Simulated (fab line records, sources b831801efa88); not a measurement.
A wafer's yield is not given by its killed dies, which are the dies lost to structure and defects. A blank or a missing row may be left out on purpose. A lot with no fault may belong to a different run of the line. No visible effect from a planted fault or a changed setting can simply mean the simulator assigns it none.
fab line records    flow gf180mcu
[record] lots = 5  wafers = 15  last-day = 33
route steps=602 shown V2@401 M3@409
lots that met no fault: taken from a fault-free run of the same line
start-h: the number of hours between the record's first day and the start of the first shown wafer of the lot    wait-h: hours from the lot's prior step to this one    " repeats the value in the row above    L1.1+2: a single row standing in for several wafers    - value missing, or start not given    * or withheld: withheld    < > ~ a bound
route shown NAME@n: NAME is a module with steps in the file, n the number in the route of the first one    usual: average and standard deviation across the fault-free wafers    same: alike in all rows    chamber/n: place in a boat    sites: the reading at each site    _std_site: standard deviation across them    _edge_site: the outer-site mean with the inner-site mean subtracted    radius-mm: for every site, how far away it sits from the centre of the wafer    mask NAME#n: copy n    behind: the most recent tool/chamber to have shaped the wafer    hold: why the lot was held/for how many hours/how that ended    device: names the non-switching transistor (n, p or np)    end of line: the same wafers' tests at the end of the route    a step given without rows: its recipe and nothing more    killed: the dies lost at the first sort to structure and to defects; this is not the yield of the wafer    map: the dies of a wafer, with x for killed, . for not killed, _ for no die there
set.NAME: the setting that was run; set.NAME@STEP: the one run at that earlier step    model.NAME: the simulator's own value behind a step, which no gauge read
certain route steps with their lots: each step a table, each wafer a row
services: a tool's chamber out of use, with start hour (start-h, from the record's first day; less than 0 if before it), hours out, and reason
[[steps]]
[step GF_V2_STRIP_19]
[recipe] chemistry = post-etch-residue-remover  time-s = 1200  temp-c = 72.5
[usual] bath-heat-duty-pct = 14.1/1.4
lot.wafer  tool          chamber  start-h  wait-h  bath-heat-duty-pct
L074.1     wet-bench-03  2        462.75   0.1     14.8
L074.4     "             2        "        "       14.2
L074.6     "             2        "        "       14.5
L083.2     wet-bench-01  2        544.36   0.1     14.7
L083.4     "             2        "        "       14.1
L083.5     "             2        "        "       14.2
L084.3     wet-bench-02  1        551.21   0.0     14.5
L084.5     "             1        "        "       13.7
L084.6     "             1        "        "       15.2
L092.1     wet-bench-02  3        609.41   0.1     12.3
L092.3     "             3        "        "       12.6
L092.4     "             3        "        "       12.7
L094.1     wet-bench-02  1        618.51   0.1     14.5
L094.5     "             1        "        "       12.4
L094.6     "             1        "        "       13.5
[step GF_V2_CLEAN_20]
[recipe] chemistry = DIW  dry = n2-spin
lot.wafer   tool          chamber  start-h  wait-h
L074.1+4+6  wet-bench-02  3        463.12   0.0
L083.2+4+5  wet-bench-03  2        544.70   0.0
L084.3+5+6  wet-bench-01  2        551.58   0.0
L092.1+3+4  wet-bench-03  3        609.75   0.0
L094.1+5+6  wet-bench-01  2        618.85   0.0
[step GF_V2_SPUTTER_21]
[recipe] material = Ti  target-thk-nm = 15  chamber-pressure-pa = 5  power-w = 2500  substrate-temp-c = 200  time-s = 80.02
[usual] throttle-valve-pct = 30.3/0.81
lot.wafer  tool            chamber  start-h  wait-h  throttle-valve-pct
L074.1     pvd-sputter-02  -        463.32   0.0     30.2
L074.4     "               -        "        "       31.8
L074.6     "               -        "        "       30.6
L083.2     pvd-sputter-04  -        544.80   0.0     31.0
L083.4     "               -        "        "       31.0
L083.5     "               -        "        "       30.4
L084.3     pvd-sputter-02  -        551.68   0.0     30.1
L084.5     "               -        "        "       30.0
L084.6     "               -        "        "       30.8
L092.1     pvd-sputter-02  -        609.85   0.0     31.8
L092.3     "               -        "        "       30.6
L092.4     "               -        "        "       30.0
L094.1     pvd-sputter-04  -        618.94   0.0     30.1
L094.5     "               -        "        "       29.6
L094.6     "               -        "        "       31.1
[step GF_V2_SPUTTER_22]
[recipe] material = TiN  target-thk-nm = 10  chamber-pressure-pa = 5  power-w = 4000  time-s = 40
[usual] throttle-valve-pct = 30.3/0.82
lot.wafer  tool            chamber  start-h  wait-h  throttle-valve-pct
L074.1     pvd-sputter-02  -        463.38   0.0     30.2
L074.4     "               -        "        "       31.7
L074.6     "               -        "        "       30.5
L083.2     pvd-sputter-04  -        544.86   0.0     30.9
L083.4     "               -        "        "       30.8
L083.5     "               -        "        "       30.2
L084.3     pvd-sputter-02  -        551.74   0.0     30.2
L084.5     "               -        "        "       30.0
L084.6     "               -        "        "       30.7
L092.1     pvd-sputter-02  -        609.91   0.0     31.7
L092.3     "               -        "        "       30.7
L092.4     "               -        "        "       30.4
L094.1     pvd-sputter-04  -        619.01   0.0     30.2
L094.5     "               -        "        "       29.5
L094.6     "               -        "        "       31.2
[step GF_V2_CVD_23]
[recipe] material = W  target-thk-nm = 350  time-s = 104.94  temp-c = 400  pressure-torr = 40
[usual] heater-power-w = 919/110
lot.wafer  tool      chamber  start-h  wait-h  heater-power-w
L074.1     cvd-w-02  0        463.42   0.0     831
L074.4     "         1        "        "       963
L074.6     "         0        "        "       832
L083.2     cvd-w-01  0        544.90   0.0     1095
L083.4     "         0        "        "       1029
L083.5     "         0        "        "       1076
L084.3     cvd-w-01  0        551.81   0.1     1040
L084.5     "         0        "        "       1050
L084.6     "         1        "        "       791
L092.1     cvd-w-01  1        609.95   0.0     801
L092.3     "         0        "        "       1052
L092.4     "         1        "        "       810
L094.1     cvd-w-02  1        619.04   0.0     955
L094.5     "         1        "        "       965
L094.6     "         0        "        "       871
[step GF_V2_RS_MEAS_24]
[recipe] thk-meas-gauge = four-point-probe  reads = W_of_V2_CVD_23+TiN_of_V2_SPUTTER_22+Ti_of_V2_SPUTTER_21
[usual] V2_W_RS = 0.328/0.0042
lot.wafer  tool           chamber  start-h  wait-h  V2_W_RS[ohm/sq]
L074.1     film-metro-01  -        463.53   0.1     0.326
L074.4     "              -        "        "       0.331
L074.6     "              -        "        "       0.325
L083.2     film-metro-01  -        545.03   0.1     0.326
L083.4     "              -        "        "       0.330
L083.5     "              -        "        "       0.327
L084.3     film-metro-01  -        551.93   0.1     0.328
L084.5     "              -        "        "       0.328
L084.6     "              -        "        "       0.328
L092.1     film-metro-04  -        610.06   0.1     0.334
L092.3     "              -        "        "       0.332
L092.4     "              -        "        "       0.332
L094.1     film-metro-01  -        619.16   0.1     0.328
L094.5     "              -        "        "       0.329
L094.6     "              -        "        "       0.320
[step GF_V2_THK_MEAS_25]
[recipe] thk-meas-gauge = xrf  reads = W_of_V2_CVD_23
[usual] V2_W_THK = 360/7.5
lot.wafer  tool           chamber  start-h  wait-h  V2_W_THK[nm]
L074.1     film-metro-01  -        463.65   0.1     368
L074.4     "              -        "        "       359
L074.6     "              -        "        "       367
L083.2     film-metro-01  -        545.14   0.1     359
L083.4     "              -        "        "       353
L083.5     "              -        "        "       359
L084.3     film-metro-01  -        552.03   0.1     358
L084.5     "              -        "        "       358
L084.6     "              -        "        "       359
L092.1     film-metro-04  -        610.18   0.1     342
L092.3     "              -        "        "       345
L092.4     "              -        "        "       346
L094.1     film-metro-01  -        619.28   0.1     363
L094.5     "              -        "        "       361
L094.6     "              -        "        "       374
[step GF_V2_CMP_26]
[recipe] stop-on = SiO2  down-force-psi = 3.5  platen-rpm = 60  t-overpolish-s = 15  target-thk-nm = 0  pad-velocity-m-s = 0.94248
[usual] head-pressure-psi = 3.499/0.0074  motor-current-A = 11.5/0.79  overpolish-run-s = 15.000/0.0095  time-to-endpoint-s = 86/3.5
lot.wafer  tool    chamber  start-h  wait-h  head-pressure-psi  motor-current-A  overpolish-run-s  time-to-endpoint-s
L074.4     cmp-02  0        463.76   0.1     3.497              10.9             14.989            85
L074.1     "       2        "        "       3.489              12.6             14.998            90
L074.6     "       0        "        "       3.499              11.0             15.004            85
L083.4     cmp-01  2        545.24   0.1     3.499              10.8             14.984            85
L083.2     "       3        "        "       3.497              11.1             14.997            84
L083.5     "       3        "        "       3.504              11.1             15.011            84
L084.3     cmp-02  0        552.17   0.1     3.493              11.2             14.991            83
L084.6     "       2        "        "       3.492              12.0             15.018            89
L084.5     "       3        "        "       3.502              12.5             14.984            83
L092.1     cmp-01  1        610.24   0.1     3.500              11.0             15.010            85
L092.3     "       2        "        "       3.497              10.2             14.980            81
L092.4     "       3        "        "       3.508              11.1             14.999            80
L094.1     cmp-01  0        619.39   0.1     3.497              11.4             15.005            86
L094.6     "       3        "        "       3.492              10.5             15.009            85
L094.5     "       0        "        "       3.510              11.3             14.997            88
[step GF_M3_SPUTTER_00]
[recipe] material = Ti  target-thk-nm = 37.5  arriving-ion-energy-ev = 80  substrate-temp-c = 200  chamber-pressure-pa = 2  power-w = 4000  time-s = 150
[usual] throttle-valve-pct = 30.1/1.1
lot.wafer  tool            chamber  start-h  wait-h  throttle-valve-pct
L074.1     pvd-sputter-03  -        464.01   0.1     33.1
L074.4     "               -        "        "       28.9
L074.6     "               -        "        "       29.5
L083.2     pvd-sputter-01  -        545.54   0.2     30.6
L083.4     "               -        "        "       30.5
L083.5     "               -        "        "       28.6
L084.3     pvd-sputter-01  -        552.37   0.1     28.7
L084.5     "               -        "        "       28.9
L084.6     "               -        "        "       30.7
L092.1     pvd-sputter-03  -        610.54   0.2     29.3
L092.3     "               -        "        "       32.9
L092.4     "               -        "        "       29.1
L094.1     pvd-sputter-01  -        619.64   0.2     29.8
L094.5     "               -        "        "       28.7
L094.6     "               -        "        "       29.9
[step GF_M3_SPUTTER_01]
[recipe] material = TiN  target-thk-nm = 30  power-w = 6500  time-s = 25  chamber-pressure-pa = 0.4
[usual] throttle-valve-pct = 30.0/1.1
lot.wafer  tool            chamber  start-h  wait-h  throttle-valve-pct
L074.1     pvd-sputter-03  -        464.11   0.1     33.0
L074.4     "               -        "        "       29.2
L074.6     "               -        "        "       29.2
L083.2     pvd-sputter-01  -        545.64   0.1     30.4
L083.4     "               -        "        "       30.4
L083.5     "               -        "        "       28.6
L084.3     pvd-sputter-01  -        552.47   0.1     28.5
L084.5     "               -        "        "       28.9
L084.6     "               -        "        "       30.4
L092.1     pvd-sputter-03  -        610.64   0.1     29.4
L092.3     "               -        "        "       33.1
L092.4     "               -        "        "       29.5
L094.1     pvd-sputter-01  -        619.74   0.1     29.9
L094.5     "               -        "        "       28.6
L094.6     "               -        "        "       29.8
[step GF_M3_SPUTTER_02]
[recipe] material = AlCu  target-thk-nm = 450  power-w = 10600  time-s = 23.9  chamber-pressure-pa = 0.4
[usual] throttle-valve-pct = 30.0/1.1
lot.wafer  tool            chamber  start-h  wait-h  throttle-valve-pct
L074.1     pvd-sputter-03  -        464.14   0.0     33.1
L074.4     "               -        "        "       29.2
L074.6     "               -        "        "       29.1
L083.2     pvd-sputter-01  -        545.67   0.0     30.6
L083.4     "               -        "        "       30.5
L083.5     "               -        "        "       28.9
L084.3     pvd-sputter-01  -        552.50   0.0     28.5
L084.5     "               -        "        "       28.8
L084.6     "               -        "        "       30.8
L092.1     pvd-sputter-03  -        610.67   0.0     29.5
L092.3     "               -        "        "       33.2
L092.4     "               -        "        "       29.6
L094.1     pvd-sputter-01  -        619.77   0.0     29.7
L094.5     "               -        "        "       28.8
L094.6     "               -        "        "       29.8
[step GF_M3_SPUTTER_03]
[recipe] material = Ti  target-thk-nm = 10  substrate-temp-c = 300  chamber-pressure-pa = 0.3  power-w = 3000  time-s = 6.7
[usual] throttle-valve-pct = 30.1/1.1
lot.wafer  tool            chamber  start-h  wait-h  throttle-valve-pct
L074.1     pvd-sputter-03  -        464.17   0.0     33.1
L074.4     "               -        "        "       28.9
L074.6     "               -        "        "       29.5
L083.2     pvd-sputter-01  -        545.70   0.0     30.8
L083.4     "               -        "        "       30.5
L083.5     "               -        "        "       28.7
L084.3     pvd-sputter-01  -        552.53   0.0     28.9
L084.5     "               -        "        "       28.7
L084.6     "               -        "        "       30.1
L092.1     pvd-sputter-03  -        610.70   0.0     29.2
L092.3     "               -        "        "       32.9
L092.4     "               -        "        "       29.2
L094.1     pvd-sputter-01  -        619.80   0.0     29.9
L094.5     "               -        "        "       28.8
L094.6     "               -        "        "       30.0
[step GF_M3_SPUTTER_04]
[recipe] material = TiN  target-thk-nm = 50  power-w = 6726  time-s = 41.7  chamber-pressure-pa = 0.4
[usual] throttle-valve-pct = 30.1/1.1
lot.wafer  tool            chamber  start-h  wait-h  throttle-valve-pct
L074.1     pvd-sputter-03  -        464.19   0.0     33.0
L074.4     "               -        "        "       29.3
L074.6     "               -        "        "       29.2
L083.2     pvd-sputter-01  -        545.73   0.0     30.4
L083.4     "               -        "        "       30.4
L083.5     "               -        "        "       28.7
L084.3     pvd-sputter-01  -        552.55   0.0     28.3
L084.5     "               -        "        "       28.9
L084.6     "               -        "        "       30.4
L092.1     pvd-sputter-03  -        610.72   0.0     29.7
L092.3     "               -        "        "       32.8
L092.4     "               -        "        "       29.3
L094.1     pvd-sputter-01  -        619.82   0.0     29.9
L094.5     "               -        "        "       28.8
L094.6     "               -        "        "       30.0
[step GF_M3_RS_MEAS_05]
[recipe] thk-meas-gauge = four-point-probe  reads = TiN_of_M3_SPUTTER_04+Ti_of_M3_SPUTTER_03+AlCu_of_M3_SPUTTER_02+TiN_of_M3_SPUTTER_01+Ti_of_M3_SPUTTER_00
[usual] M3_ALCU_RS = 0.0699/0.00072
lot.wafer  tool           chamber  start-h  wait-h  M3_ALCU_RS[ohm/sq]
L074.1     film-metro-02  -        464.23   0.0     0.0694
L074.4     "              -        "        "       0.0702
L074.6     "              -        "        "       0.0694
L083.2     film-metro-03  -        545.78   0.0     0.0690
L083.4     "              -        "        "       0.0689
L083.5     "              -        "        "       0.0693
L084.3     film-metro-02  -        552.63   0.1     0.0696
L084.5     "              -        "        "       0.0699
L084.6     "              -        "        "       0.0693
L092.1     film-metro-02  -        610.76   0.0     0.0693
L092.3     "              -        "        "       0.0691
L092.4     "              -        "        "       0.0696
L094.1     film-metro-03  -        619.86   0.0     0.0702
L094.5     "              -        "        "       0.0707
L094.6     "              -        "        "       0.0701
[step GF_M3_THK_MEAS_06]
[recipe] thk-meas-gauge = xrf  reads = AlCu_of_M3_SPUTTER_02
[usual] M3_ALCU_THK = 449/4.7
lot.wafer  tool           chamber  start-h  wait-h  M3_ALCU_THK[nm]
L074.1     film-metro-02  -        464.35   0.1     452
L074.4     "              -        "        "       449
L074.6     "              -        "        "       453
L083.2     film-metro-03  -        545.89   0.1     458
L083.4     "              -        "        "       458
L083.5     "              -        "        "       454
L084.3     film-metro-02  -        552.73   0.1     450
L084.5     "              -        "        "       447
L084.6     "              -        "        "       451
L092.1     film-metro-02  -        610.88   0.1     454
L092.3     "              -        "        "       453
L092.4     "              -        "        "       449
L094.1     film-metro-03  -        619.98   0.1     450
L094.5     "              -        "        "       446
L094.6     "              -        "        "       448
[step GF_M3_DEHYDRATE_07]
[recipe] temp-c = 200  time-s = 60
[usual] chill-plate-temp-C = 23.00/0.11  resist-line-temp-C = 23.01/0.11
lot.wafer  tool            chamber  start-h  wait-h  chill-plate-temp-C  resist-line-temp-C
L074.1     litho-track-04  0        475.43   11.1    22.82               23.10
L074.4     "               0        "        "       22.85               23.11
L074.6     "               0        "        "       23.03               23.23
L083.2     litho-track-03  0        556.68   10.8    22.81               23.13
L083.4     "               0        "        "       22.79               23.19
L083.5     "               0        "        "       22.79               23.19
L084.3     litho-track-02  0        562.78   10.0    23.01               22.99
L084.5     "               0        "        "       23.18               23.23
L084.6     "               0        "        "       23.02               22.90
L092.1     litho-track-02  0        620.43   9.5     22.76               23.08
L092.3     "               0        "        "       22.88               23.23
L092.4     "               0        "        "       22.83               23.06
L094.1     litho-track-04  0        629.53   9.5     22.93               22.79
L094.5     "               0        "        "       22.86               22.81
L094.6     "               0        "        "       22.89               22.87
[step GF_M3_HMDS_08]
[recipe] prime-time-s = 60  prime-temp-c = 120
[usual] chill-plate-temp-C = 23.01/0.096  resist-line-temp-C = 22.98/0.12
lot.wafer  tool            chamber  start-h  wait-h  chill-plate-temp-C  resist-line-temp-C
L074.1     litho-track-04  0        475.58   0.1     22.97               22.75
L074.4     "               0        "        "       22.96               22.77
L074.6     "               0        "        "       23.02               22.79
L083.2     litho-track-03  0        556.83   0.1     23.15               22.90
L083.4     "               0        "        "       23.12               22.99
L083.5     "               0        "        "       22.99               22.92
L084.3     litho-track-02  0        562.93   0.1     22.95               23.14
L084.5     "               0        "        "       22.88               22.95
L084.6     "               0        "        "       23.01               23.12
L092.1     litho-track-02  0        620.58   0.1     23.21               22.96
L092.3     "               0        "        "       23.04               22.96
L092.4     "               0        "        "       23.20               22.95
L094.1     litho-track-04  0        629.68   0.1     23.05               22.93
L094.5     "               0        "        "       23.07               23.16
L094.6     "               0        "        "       22.89               22.94
[step GF_M3_COAT_09]
[recipe] resist = KrF  spin-rpm = withheld  resist-thk-nm = 1000
[usual] chill-plate-temp-C = 23.00/0.096  resist-line-temp-C = 22.99/0.11
lot.wafer  tool            chamber  start-h  wait-h  chill-plate-temp-C  resist-line-temp-C
L074.1     litho-track-04  0        475.73   0.1     23.03               22.90
L074.4     "               0        "        "       23.12               22.89
L074.6     "               0        "        "       22.95               22.95
L083.2     litho-track-03  0        556.98   0.1     22.88               22.90
L083.4     "               0        "        "       22.86               22.82
L083.5     "               0        "        "       22.79               23.01
L084.3     litho-track-02  0        563.08   0.1     23.15               22.81
L084.5     "               0        "        "       22.97               22.88
L084.6     "               0        "        "       22.88               22.85
L092.1     litho-track-02  0        620.73   0.1     22.97               22.80
L092.3     "               0        "        "       22.99               22.99
L092.4     "               0        "        "       22.97               22.83
L094.1     litho-track-04  0        629.83   0.1     22.99               22.93
L094.5     "               0        "        "       23.06               23.00
L094.6     "               0        "        "       23.06               22.80
[[services]]
tool            chamber  start-h  hours  kind
cmp-02          -        498.83   1.2    repair
cmp-02          -        500.10   0.4    repair
cvd-w-02        -        523.30   4.3    pm
pvd-sputter-01  1        528.35   -      consumable-replace:kit
pvd-sputter-01  1        528.35   18.0   scheduled-down
pvd-sputter-01  1        528.35   18.0   vent-cycle
cvd-w-02        -        533.27   0.9    repair
cmp-02          -        545.42   0.8    repair
pvd-sputter-03  2        562.77   -      consumable-replace:kit
pvd-sputter-03  2        562.77   18.0   scheduled-down
pvd-sputter-03  2        562.77   18.0   vent-cycle
pvd-sputter-03  -        571.32   8.4    repair
cmp-02          -        575.96   4.0    pm
cmp-02          -        579.96   -      consumable-replace:conditioner
pvd-sputter-02  2        581.52   -      consumable-replace:kit
pvd-sputter-02  2        581.52   18.0   scheduled-down
pvd-sputter-02  2        581.52   18.0   vent-cycle
cvd-w-02        0        584.79   8.5    repair
cmp-02          -        591.54   3.5    pm
cvd-w-01        -        613.39   1.4    repair
pvd-sputter-01  0        619.86   -      consumable-replace:kit
pvd-sputter-01  0        619.86   18.0   scheduled-down
pvd-sputter-01  0        619.86   18.0   vent-cycle
pvd-sputter-03  -        620.23   1.0    repair
[[key]]
fault none
